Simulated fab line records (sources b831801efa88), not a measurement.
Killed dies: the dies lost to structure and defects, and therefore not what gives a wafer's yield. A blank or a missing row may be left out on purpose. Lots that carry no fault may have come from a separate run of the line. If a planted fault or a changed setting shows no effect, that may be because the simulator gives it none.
What tool caused it? + flow sky130 + 40 wafers from 14 lots sampled at 5 of the route's 708 steps

== WHAT THE GAUGES READ, wafer by wafer ==
SKY_VT_ADJUST_PCH_TW_MEAS_10. Usual: VT_ADJUST_PCH_TW typically reads 142.3, with standard deviation 1.1.
| lot  | measured     | on            | VT_ADJUST_PCH_TW  | flag |
|------|--------------|---------------|-------------------|------|
| L967 | day 10 15:04 | film-metro-03 | 143.3 143.2 144.7 |      |
| L970 | day 11 22:40 | film-metro-02 | 140.8 141.3 142.4 |      |
| L971 | day 12 02:04 | film-metro-02 | 142.0 142.2       |      |
| L972 | day 12 06:12 | film-metro-03 | 143.1 143.5 143.8 |      |
| L975 | day 13 05:12 | film-metro-02 | 142.0 141.7       |      |
| L977 | day 13 22:48 | film-metro-04 | 142.7 142.3 142.2 |      |
| L979 | day 14 11:12 | film-metro-02 | 140.6 141.5 141.2 |      |
| L982 | day 15 08:29 | film-metro-03 | 144.1 143.7 143.2 |      |
| L983 | day 15 18:05 | film-metro-02 | 141.5 141.5 140.6 |      |
| L985 | day 16 14:30 | film-metro-03 | 142.2 142.8 142.2 |      |
| L986 | day 16 18:03 | film-metro-03 | 143.5 141.3 142.9 |      |
| L987 | day 16 21:43 | film-metro-04 | 140.7 140.9 141.1 |      |
| L988 | day 17 07:58 | film-metro-03 | 143.6 144.2 143.7 |      |
| L989 | day 17 14:48 | film-metro-02 | 141.8 142.7 141.2 |      |

SKY_SONOS_TUNNEL_OVL_MEAS_08. Usual: SONOS_TUNNEL_OVL typically reads 0.9 nm, with standard deviation 1.6.
| lot  | measured     | on         | SONOS_TUNNEL_OVL (nm) | flag |
|------|--------------|------------|-----------------------|------|
| L967 | day 11 14:28 | overlay-01 | -2.4 -1.1 -0.1        |      |
| L970 | day 12 23:53 | overlay-01 | -0.2 -0.5 -1.1        |      |
| L971 | day 13 02:55 | overlay-02 | 1.7 1.7               |      |
| L972 | day 13 07:36 | overlay-02 | 0.4 2.8 0.3           |      |
| L975 | day 14 06:21 | overlay-01 | 3.4 3.6               |      |
| L977 | day 15 00:47 | overlay-02 | -0.6 -2.4 -1.9        |      |
| L979 | day 15 14:12 | overlay-02 | 0.2 -1.8 0.6          |      |
| L982 | day 16 12:22 | overlay-01 | 2.6 1.6 0.5           |      |
| L983 | day 16 21:55 | overlay-02 | 2.5 1.6 1.0           |      |
| L985 | day 17 17:56 | overlay-02 | -1.2 0.0 1.2          |      |
| L986 | day 17 22:26 | overlay-02 | 1.0 -0.4 -0.7         |      |
| L987 | day 18 01:45 | overlay-02 | 1.3 1.5 0.5           |      |
| L988 | day 18 13:05 | overlay-02 | 0.1 -0.5 -0.2         |      |
| L989 | day 18 20:26 | overlay-02 | 0.4 0.9 0.6           |      |

SKY_SPACER_THK_MEAS_01. Usual: SPACER_CVD_00_THK typically reads 43.2 nm, with standard deviation 0.44.
| lot  | measured     | on            | SPACER_CVD_00_THK (nm) | flag |
|------|--------------|---------------|------------------------|------|
| L967 | day 23 06:31 | film-metro-01 | 42.8 42.4 42.8         |      |
| L970 | day 24 19:11 | film-metro-02 | 43.2 43.3 43.3         |      |
| L971 | day 25 02:17 | film-metro-02 | 43.1 43.0              |      |
| L972 | day 25 07:14 | film-metro-01 | 43.1 42.8 42.9         |      |
| L975 | day 26 09:16 | film-metro-02 | 43.6 43.4              |      |
| L977 | day 26 21:46 | film-metro-03 | 43.2 43.5 43.7         |      |
| L979 | day 27 18:46 | film-metro-01 | 43.6 43.7 43.6         |      |
| L982 | day 28 15:56 | film-metro-02 | 42.8 43.0 43.6         |      |
| L983 | day 28 23:52 | film-metro-01 | 42.9 43.1 43.1         |      |
| L985 | day 29 14:34 | film-metro-01 | 42.5 42.6 42.7         |      |
| L986 | day 29 21:29 | film-metro-01 | 43.9 44.2 43.7         |      |
| L987 | day 30 08:23 | film-metro-01 | 43.1 42.7 42.7         |      |
| L988 | day 30 10:32 | film-metro-01 | 43.2 43.6 43.0         |      |
| L989 | day 30 17:33 | film-metro-03 | 42.6 42.4 42.3         |      |

SKY_SD_N_CD_MEAS_07 targets a cd of 380 nm. Usual: cd-nm 379.3 nm, standard deviation 2.3.
| lot  | measured     | on        | cd-nm (nm)        | flag |
|------|--------------|-----------|-------------------|------|
| L967 | day 28 05:28 | cd-sem-02 | 378.8 379.6 377.7 |      |
| L970 | day 29 15:28 | cd-sem-02 | 379.4 383.1 380.5 |      |
| L971 | day 29 23:36 | cd-sem-02 | 375.7 272.0       | OFF  |
| L972 | day 30 03:01 | cd-sem-02 | 274.2 377.0 381.4 | OFF  |
| L975 | day 31 03:43 | cd-sem-01 | 277.7 383.2       | OFF  |
| L977 | day 31 16:25 | cd-sem-01 | 378.7 378.6 379.0 |      |
| L979 | day 32 12:04 | cd-sem-02 | 375.8 375.0 377.7 |      |
| L982 | day 33 08:17 | cd-sem-01 | 379.2 377.4 375.5 |      |
| L983 | day 33 15:25 | cd-sem-02 | 379.7 381.9 378.4 |      |
| L985 | day 34 03:58 | cd-sem-02 | 381.2 384.5 380.9 |      |
| L986 | day 34 11:52 | cd-sem-02 | 379.2 379.8 376.1 |      |
| L987 | day 34 20:07 | cd-sem-02 | 382.7 382.8 381.0 |      |
| L988 | day 34 22:53 | cd-sem-02 | 379.1 379.7 382.0 |      |
| L989 | day 35 04:40 | cd-sem-01 | 377.2 378.8 378.3 |      |

== WHAT TOOL EACH LOT RAN ON (gives the tool, then ch and the chambers of the sampled wafers, and finally the start) ==
| lot  | SKY_SD_N_DEVELOP_06               |
|------|-----------------------------------|
| L967 | litho-track-01 ch 0, day 28 05:20 |
| L970 | litho-track-01 ch 0, day 29 15:19 |
| L971 | litho-track-01 ch 0, day 29 23:28 |
| L972 | litho-track-01 ch 0, day 30 02:52 |
| L975 | litho-track-01 ch 0, day 31 03:34 |
| L977 | litho-track-04 ch 0, day 31 16:16 |
| L979 | litho-track-03 ch 0, day 32 11:55 |
| L982 | litho-track-01 ch 0, day 33 08:08 |
| L983 | litho-track-01 ch 0, day 33 15:17 |
| L985 | litho-track-03 ch 0, day 34 03:49 |
| L986 | litho-track-01 ch 0, day 34 11:43 |
| L987 | litho-track-03 ch 0, day 34 19:58 |
| L988 | litho-track-03 ch 0, day 34 22:44 |
| L989 | litho-track-04 ch 0, day 35 04:31 |
- SKY_SD_N_DEVELOP_06: develop time 60 s.

== WHAT THE TOOLS THEMSELVES READ (means of the sampled wafers that have a number; where no wafer has one, the mark that the record gives instead) ==
SKY_SD_N_DEVELOP_06. Usual: developer-temp-C 23.00 C, standard deviation 0.11.
| lot  | tool           | developer-temp-C (C) | flag |
|------|----------------|----------------------|------|
| L967 | litho-track-01 | 22.90                |      |
| L970 | litho-track-01 | 22.83                |      |
| L971 | litho-track-01 | 22.94                |      |
| L972 | litho-track-01 | 22.95                |      |
| L975 | litho-track-01 | 22.98                |      |
| L977 | litho-track-04 | 22.97                |      |
| L979 | litho-track-03 | 23.11                |      |
| L982 | litho-track-01 | 22.82                |      |
| L983 | litho-track-01 | 22.83                |      |
| L985 | litho-track-03 | 23.02                |      |
| L986 | litho-track-01 | 23.14                |      |
| L987 | litho-track-03 | 23.17                |      |
| L988 | litho-track-03 | 23.00                |      |
| L989 | litho-track-04 | 22.93                |      |

== THE ANSWER, worked out from the rows above alone ==
Rule: lot off if the mean of its wafers having a number is beyond 3 standard deviations from the usual mean. Also off: a lot with no number at a reading for which 4 or more lots have one. Where the step has rows for the other lots, those lots are counted as sound. First the gauges in route order, then the tools' own readings, where a lot's mean is used as printed above. The first step at which some lot is off is used, and at that step the reading that is off furthest; a lot without a number counts as furthest.
Off: L971, L972, L975 (SKY_SD_N_CD_MEAS_07, cd-nm).
If a tool, at a process step before that reading, ran all the lots that are off and no sound lot after the first of them, it fits. Those tools and the gauges at SKY_SD_N_CD_MEAS_07 are tried in the same way. No candidate that was tried fits.

== WHAT HAD BEEN PUT IN BY THE SIMULATOR ==
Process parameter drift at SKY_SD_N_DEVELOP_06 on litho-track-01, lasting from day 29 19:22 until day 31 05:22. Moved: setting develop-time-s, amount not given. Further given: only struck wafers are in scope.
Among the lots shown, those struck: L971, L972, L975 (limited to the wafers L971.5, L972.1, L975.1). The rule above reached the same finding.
